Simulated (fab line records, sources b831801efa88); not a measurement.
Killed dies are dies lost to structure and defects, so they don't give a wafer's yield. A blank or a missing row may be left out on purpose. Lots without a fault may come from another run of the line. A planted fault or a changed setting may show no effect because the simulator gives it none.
Which tool did it? | flow gf180mcu | 12 lots, 36 wafers sampled, at 4 steps of a route of 602

WHAT THE GAUGES READ, wafer by wafer
GF_VT_IMPLANT_RS_MEAS_49: measures by four-point-probe.
lot  | measured     | on            | MVPSD_RS (ohm/sq)
L216 | day 7 17:55  | film_metro-03 | 1175 1171 1173
L219 | day 8 15:16  | film_metro-02 | 1160 1163 1163
L220 | day 8 20:58  | film_metro-03 | 1161 1160 1163
L221 | day 9 04:26  | film_metro-02 | 1170 1168 1168
L222 | day 9 15:01  | film_metro-02 | 1170 1166 1168
L223 | day 9 18:24  | film_metro-04 | 1169 1173 1173
L225 | day 10 08:02 | film_metro-03 | 1170 1171 1169
L230 | day 12 03:43 | film_metro-03 | 1149 1152 1147
L231 | day 12 13:52 | film_metro-04 | 1147 1146 1145
L236 | day 13 14:16 | film_metro-03 | 1169 1165 1167
L238 | day 13 22:53 | film_metro-04 | 1169 1170 1169
L237 | day 14 02:16 | film_metro-04 | 1172 1176 1174

GF_CONTACT_OVL_MEAS_15.
lot  | measured     | on         | CONTACT_OVL (nm)
L216 | day 16 03:49 | overlay-01 | -10 -7 -11
L219 | day 17 07:16 | overlay-01 | 0 -6 -11
L220 | day 17 17:06 | overlay-01 | -8 -7 -5
L221 | day 18 09:31 | overlay-01 | 1 -14 -4
L222 | day 18 22:18 | overlay-01 | 6 10 4
L223 | day 19 04:28 | overlay-02 | 9 7 4
L225 | day 19 22:15 | overlay-01 | -5 -3 -6
L230 | day 22 01:34 | overlay-01 | 3 0 -5
L231 | day 22 10:54 | overlay-02 | 4 3 7
L236 | day 23 16:15 | overlay-01 | 4 1 3
L238 | day 24 02:27 | overlay-02 | -12 -4 -3
L237 | day 24 06:25 | overlay-02 | 2 -4 8

WHICH TOOL RAN EACH LOT (tool, then ch and the chambers of the sampled wafers, then the start)
lot  | GF_MVPSD_IMPLANT_08             | GF_HV_LDD_STRIP_49
L216 | implanter-01 ch 0, day 5 06:04  | plasma_asher-04 ch 0,1, day 12 11:30
L219 | implanter-01 ch 0, day 6 00:46  | plasma_asher-01 ch 0, day 13 11:53
L220 | implanter-01 ch 0, day 6 03:38  | plasma_asher-01 ch 0,1, day 13 20:02
L221 | implanter-03 ch 0, day 6 10:36  | plasma_asher-01 ch 0,1, day 14 11:27
L222 | implanter-02 ch 0, day 6 19:26  | plasma_asher-04 ch 0,1, day 14 22:18
L223 | implanter-03 ch 0, day 6 22:32  | plasma_asher-04 ch 0,1, day 15 04:05
L225 | implanter-01 ch 0, day 7 11:05  | plasma_asher-03 ch 1, day 15 19:17
L230 | implanter-03 ch 0, day 9 03:32  | plasma_asher-03 ch 0,1, day 17 21:20
L231 | implanter-03 ch 0, day 9 11:32  | plasma_asher-01 ch 0,1, day 18 06:35
L236 | implanter-02 ch 0, day 10 09:28 | plasma_asher-01 ch 0,1, day 19 13:24
L238 | implanter-01 ch 0, day 10 17:51 | plasma_asher-04 ch 0,1, day 19 23:44
L237 | implanter-02 ch 0, day 10 20:17 | plasma_asher-03 ch 0,1, day 20 02:59
- GF_MVPSD_IMPLANT_08
- GF_HV_LDD_STRIP_49: strips in O2/N2.

WHAT THE TOOLS THEMSELVES READ (means of the sampled wafers that have a number; where no wafer has one, the mark that the record gives instead)
GF_MVPSD_IMPLANT_08.
lot  | tool         | beam_on_s (s) | dose_ions_cm2
L216 | implanter-01 | 10.10         | 1.5e+13
L219 | implanter-01 | 9.76          | 1.5e+13
L220 | implanter-01 | 10.13         | 1.5e+13
L221 | implanter-03 | 9.97          | 1.5e+13
L222 | implanter-02 | 10.06         | 1.5e+13
L223 | implanter-03 | 10.17         | 1.5e+13
L225 | implanter-01 | 9.88          | 1.5e+13
L230 | implanter-03 | 9.86          | 1.6e+13
L231 | implanter-03 | 10.02         | 1.6e+13
L236 | implanter-02 | 10.15         | 1.5e+13
L238 | implanter-01 | 9.88          | 1.5e+13
L237 | implanter-02 | 10.05         | 1.5e+13

GF_HV_LDD_STRIP_49.
lot  | tool            | drypump_motor_current_A (A) | heater_power_w (W) | n2_flow_sccm (sccm) | o2_flow_sccm (sccm) | oes_product_au (a.u.) | platen_temp_c (C) | strip_time_to_endpoint_s (s)
L216 | plasma_asher-04 | 6.0                         | 326                | 298.7               | 2997                | 0.714                 | 249.96            | 12.63
L219 | plasma_asher-01 | 5.8                         | 372                | 299.7               | 3008                | 0.717                 | 250.07            | 12.63
L220 | plasma_asher-01 | 5.8                         | 339                | 299.6               | 2990                | 0.714                 | 249.89            | 12.56
L221 | plasma_asher-01 | 5.9                         | 336                | 299.2               | 3015                | 0.713                 | 249.81            | 12.63
L222 | plasma_asher-04 | 5.7                         | 316                | 299.0               | 3000                | 0.711                 | 250.01            | 12.62
L223 | plasma_asher-04 | 5.7                         | 311                | 300.6               | 2995                | 0.716                 | 250.01            | 12.61
L225 | plasma_asher-03 | 6.4                         | 286                | 300.4               | 2999                | 0.716                 | 250.03            | 12.66
L230 | plasma_asher-03 | 6.3                         | 296                | 299.5               | 2992                | 0.721                 | 250.12            | 12.64
L231 | plasma_asher-01 | 5.8                         | 357                | 299.9               | 3003                | 0.711                 | 249.99            | 12.66
L236 | plasma_asher-01 | 5.9                         | 341                | 301.3               | 3002                | 0.715                 | 250.12            | 12.66
L238 | plasma_asher-04 | 6.0                         | 331                | 300.0               | 3001                | 0.713                 | 250.07            | 12.60
L237 | plasma_asher-03 | 6.2                         | 313                | 300.9               | 3008                | 0.719                 | 249.90            | 12.69

THE ANSWER, worked out from the rows above alone
Rule: what is usual is taken from the lots themselves. Put in order of their means at a reading, lots are off if they are a third of the lots or fewer, leave a main group of 4 or more, and stand apart from it by a gap of 3 or more times the standard deviation of the main group's means; of several such gaps the widest counts. A main group whose means are all the same, to the digits that the tables above print for the reading, isn't used. A lot without any number at a reading at which 4 lots or more have one is off too. The other lots that the step has rows for count as sound. The gauges are gone through in route order, then the tools' own readings, and for those a lot's mean is taken as printed above. The first step at which some lot is off is used, and at that step the reading that is off furthest; a lot without a number counts as furthest.
Off: L230, L231, at GF_VT_IMPLANT_RS_MEAS_49 (MVPSD_RS). The main group: mean 1168 ohm/sq, standard deviation 4.
A tool fits if, at a process step before that reading, it ran every lot that is off, and no sound lot after the first of them. The gauges at GF_VT_IMPLANT_RS_MEAS_49 are tried like those tools. One fits: implanter-03 at GF_MVPSD_IMPLANT_08. Its last sound lot is L223 (day 6 22:32), its first lot that is off L230 (day 9 03:32): a fault that began between those two fits.
The tool's own readings at GF_MVPSD_IMPLANT_08 bear it out: on the lots that are off they differ by more than 5 times the standard deviation of the sound lots' means. dose_ions_cm2 reads 1.6e+13 there against 1.5e+13 on the sound lots.

WHAT THE SIMULATOR HAD PUT IN
Process parameter drift: implanter-03, from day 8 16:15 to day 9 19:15, at GF_MVPSD_IMPLANT_08. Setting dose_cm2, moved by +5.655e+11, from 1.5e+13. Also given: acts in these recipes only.
Lots struck among those shown: L230, L231. The rule above found the same.
